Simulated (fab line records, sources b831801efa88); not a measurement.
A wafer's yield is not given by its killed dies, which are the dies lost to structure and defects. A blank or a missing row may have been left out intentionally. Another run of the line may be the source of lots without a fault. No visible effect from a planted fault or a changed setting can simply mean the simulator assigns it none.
8D (eight disciplines) problem report, filled in by code | flow gf180mcu | the parts of the form that need people (team, actions taken, sign-off) are left out

== 1. WHAT WENT WRONG ==
MVPSD_TW at GF_MVPSD_TW_MEAS_11 reads a mean of 578.3 on 6 wafers of 2 lots; wafers without a fault read 558.8 with a standard deviation of 2.7. That is +7.2 standard deviations from the usual mean.
First observed at day 9 11:52: wafer L475.2, on film metro-03. The record holds 36 wafers of 12 lots with a number at this step. Rule for "out" (also "out of limits"): further than 4 standard deviations from the usual mean. Any other wafer with a number is counted as sound.

== 2. WHAT IT IS, AND WHAT IT ISN'T ==
question                    | is                     | is not
which readings at this step | MVPSD_TW               | -
which lots                  | L475, L476             | L457, L459, L461, L462, L463, L464, L466, L477, L478, L479
which wafers of those lots  | all that have a number | -
read on which gauges        | film metro-03          | film metro-01, film metro-02
when                        | from day 9 11:52       | up to then (21 sound wafers); but 9 sound wafers of L477, L478, L479 came after

== 3. THE SUSPECTS, EACH WITH WHAT RULES IT OUT ==
Counting: a tool at any process step up to the reading remains a suspect when it ran all the lots that are out and ran no sound lot after the first of those.
- the gauge at GF_MVPSD_TW_MEAS_11 is ruled out. All the wafers that are out were read on film metro-03, but those of them that GF_MVPSD_IMPLANT_09 has rows for are out there too, on other tools.
- implanter-02 at GF_MVPSD_IMPLANT_09: kept. All lots that are out passed through it, beginning with L475 at day 9 11:38, and no sound lot followed; its final sound lot before that point was L466 at day 7 05:32. Out on those wafers are its own readings of dose ions cm2, faraday current uA.
Left after counting: implanter-02 at GF_MVPSD_IMPLANT_09.

== 4. THE CAUSE (what the simulator had put in) ==
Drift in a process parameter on implanter-02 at GF_MVPSD_IMPLANT_09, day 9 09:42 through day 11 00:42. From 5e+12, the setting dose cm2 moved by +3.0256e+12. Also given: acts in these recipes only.
This tool alone remained once counting was done.

== 5. THE EFFECT CHAIN, in route order ==
Each row: a reading where the mean over the struck wafers with a number is more than 3 standard deviations away from the usual. Readings are gone through only where the record gives a usual standard deviation; hours: the median, over the lots, of the time from a lot's start at the first step in this table giving one to that lot's start at this step; sigmas: the change measured in usual standard deviations.
hours | step                     | reading            | usual       | on struck wafers | change     | sigmas
0     | GF_MVPSD_IMPLANT_09      | dose ions cm2      | 4.999e+12   | 8.024e+12        | +3.024e+12 | +99 or more
0     | GF_MVPSD_IMPLANT_09      | faraday current uA | 28.2        | 46.0             | +17.8      | +32
0     | GF_MVPSD_TW_MEAS_11      | MVPSD_TW           | 558.8       | 578.3            | +19.5      | +7.2
74    | GF_VT_IMPLANT_RS_MEAS_49 | MVPSD_RS           | 1168 ohm/sq | 1060             | -108       | -29
The process steps in it:
- GF_MVPSD_IMPLANT_09

== 6. HOW IT WOULD HAVE BEEN CAUGHT EARLIER ==
The first out-of-limits reading at a measuring or inspecting step in this record came at day 9 11:52, 2 hours after the fault's start at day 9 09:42.
At GF_MVPSD_IMPLANT_09, the tool's own readings (dose ions cm2, faraday current uA) were out on each struck wafer the step has a row for, so an alarm limit on them would have fired on the first such wafer.
Lots out: 2; of these, L476 started GF_MVPSD_IMPLANT_09 on implanter-02 after day 9 11:52. Had the tool been put on hold then, it would have been spared.
